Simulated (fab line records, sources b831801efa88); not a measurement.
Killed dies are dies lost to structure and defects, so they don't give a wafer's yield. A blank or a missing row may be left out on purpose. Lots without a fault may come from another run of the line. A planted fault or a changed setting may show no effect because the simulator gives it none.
Chamber matching | flow sky130 | SKY_CONTACT_ETCH_17 on rie_diel-01: 4 sister chambers
The step etches SiO2 in C4F8/O2/Ar, stops on Si3N4, target depth 340 nm. 4 wafers are shown with their chamber, then 9 later ones without.

WAFERS WITH THEIR CHAMBER
wafer  | chamber | chamber_pressure_mTorr (mTorr)
L078.5 | 1       | 40.02
L089.1 | 0       | 40.05
L089.2 | 3       | 40.04
L089.6 | 2       | 39.97

WAFERS WITHOUT THEIR CHAMBER
wafer  | chamber_pressure_mTorr (mTorr)
L091.3 | 40.05
L091.4 | 40.05
L091.5 | 40.04
L092.2 | 39.97
L092.3 | 40.02
L092.5 | 39.98
L097.1 | 39.96
L097.4 | 39.92
L097.6 | 40.04

WHICH CHAMBER EACH WENT THROUGH
wafer  | from the rows above          | in truth
L091.3 | can't be placed: 0 or 3 or 1 | 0
L091.4 | can't be placed: 0 or 3 or 1 | 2
L091.5 | can't be placed: 3 or 0 or 1 | 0
L092.2 | 2                            | 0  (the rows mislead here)
L092.3 | can't be placed: 1 or 3 or 0 | 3
L092.5 | can't be placed: 2 or 1      | 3
L097.1 | 2                            | 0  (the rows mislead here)
L097.4 | 2                            | 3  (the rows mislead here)
L097.6 | can't be placed: 3 or 0 or 1 | 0
Placed correctly: 0 of 9. Can't be placed from these rows: 6 (the true chamber is among the candidates in 4). Placed wrongly: 3.
How it was worked out, from the rows above alone: a wafer's distance from a chamber is the root of the sum, over the readings, of the square of ((its reading less the chamber's mean) divided by the reading's scatter). The wafer belongs to the nearest chamber; if the next one is less than 2 further off, it can't be placed. A chamber's mean is the mean of its shown wafers. The scatter: with one shown wafer a chamber, the root of the mean of the squares of how far each hidden wafer lies from its nearest shown one.
